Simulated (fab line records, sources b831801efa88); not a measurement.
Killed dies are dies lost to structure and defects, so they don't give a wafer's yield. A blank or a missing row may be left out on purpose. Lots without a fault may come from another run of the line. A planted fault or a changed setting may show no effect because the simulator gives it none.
Chamber matching | flow sky130 | SKY_VIA2_CMP_24 on cmp-01: 4 sister chambers
The step polishes, stops on SiO2, t overpolish 20 s, target thk 0 nm. 20 wafers are shown with their chamber, then 9 later ones without.

WAFERS WITH THEIR CHAMBER
wafer  | chamber | motor_current_A (A) | time_to_endpoint_s (s) | overpolish_run_s (s)
L171.2 | 0       | 11.4                | 99                     | 20.016
L171.3 | 3       | 12.2                | 107                    | 20.006
L171.5 | 2       | 12.5                | 106                    | 20.000
L172.1 | 1       | 11.5                | 101                    | 20.005
L172.4 | 0       | 12.0                | 91                     | 20.008
L172.6 | 3       | 12.2                | 102                    | 20.015
L173.1 | 2       | 12.0                | 99                     | 20.006
L173.2 | 1       | 10.8                | 95                     | 19.997
L173.3 | 3       | 12.4                | 104                    | 20.012
L177.2 | 0       | 11.9                | 96                     | 19.991
L177.3 | 2       | 12.4                | 103                    | 20.023
L177.4 | 1       | 12.0                | 102                    | 19.997
L178.3 | 3       | 12.8                | 107                    | 20.004
L178.4 | 0       | 11.9                | 94                     | 19.992
L178.5 | 2       | 12.8                | 99                     | 19.991
L176.1 | 1       | 11.4                | 97                     | 20.010
L176.3 | 0       | 11.2                | 100                    | 20.002
L176.5 | 1       | 11.8                | 100                    | 19.999
L179.3 | 3       | 12.4                | 107                    | 20.000
L179.4 | 2       | 12.9                | 105                    | 19.989

SIGNATURES (means of the wafers above)
reading            | chamber 0 | chamber 1 | chamber 2 | chamber 3 | scatter within a chamber
motor_current_A    | 11.680    | 11.500    | 12.520    | 12.400    | 0.362
time_to_endpoint_s | 96.00     | 99.00     | 102.40    | 105.40    | 3.09
overpolish_run_s   | 20.00180  | 20.00160  | 20.00180  | 20.00740  | 0.00962
Rule: a wafer's distance from a chamber is the root of the sum, over the readings, of the square of ((its reading less the chamber's mean) divided by the reading's scatter). The wafer belongs to the nearest chamber; if the next one is less than 2 further off, it can't be placed. The scatter: the root of (the sum of the squares of (reading less its chamber's mean) over the shown wafers, divided by (wafers less chambers)).

WAFERS WITHOUT THEIR CHAMBER
wafer  | motor_current_A (A) | time_to_endpoint_s (s) | overpolish_run_s (s)
L179.5 | 11.6                | 107                    | 19.991
L181.2 | 10.9                | 95                     | 20.015
L181.3 | 13.1                | 102                    | 20.011
L181.5 | 11.7                | 96                     | 20.010
L184.1 | 13.2                | 100                    | 20.019
L184.4 | 11.4                | 96                     | 19.998
L184.6 | 12.2                | 102                    | 20.009
L182.2 | 12.7                | 99                     | 19.991
L182.4 | 12.0                | 98                     | 20.008

WHICH CHAMBER EACH WENT THROUGH
wafer  | from the rows above               | in truth
L179.5 | can't be placed: 1 or 3 or 2 or 0 | 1
L181.2 | can't be placed: 1 or 0           | 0
L181.3 | can't be placed: 2 or 3           | 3
L181.5 | can't be placed: 0 or 1           | 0
L184.1 | can't be placed: 2 or 3           | 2
L184.4 | can't be placed: 0 or 1           | 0
L184.6 | can't be placed: 2 or 3 or 1 or 0 | 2
L182.2 | can't be placed: 2 or 3 or 0 or 1 | 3
L182.4 | can't be placed: 0 or 1 or 2 or 3 | 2
Placed correctly: 0 of 9. Can't be placed from these rows: 9 (the true chamber is among the candidates in 9). Placed wrongly: 0.
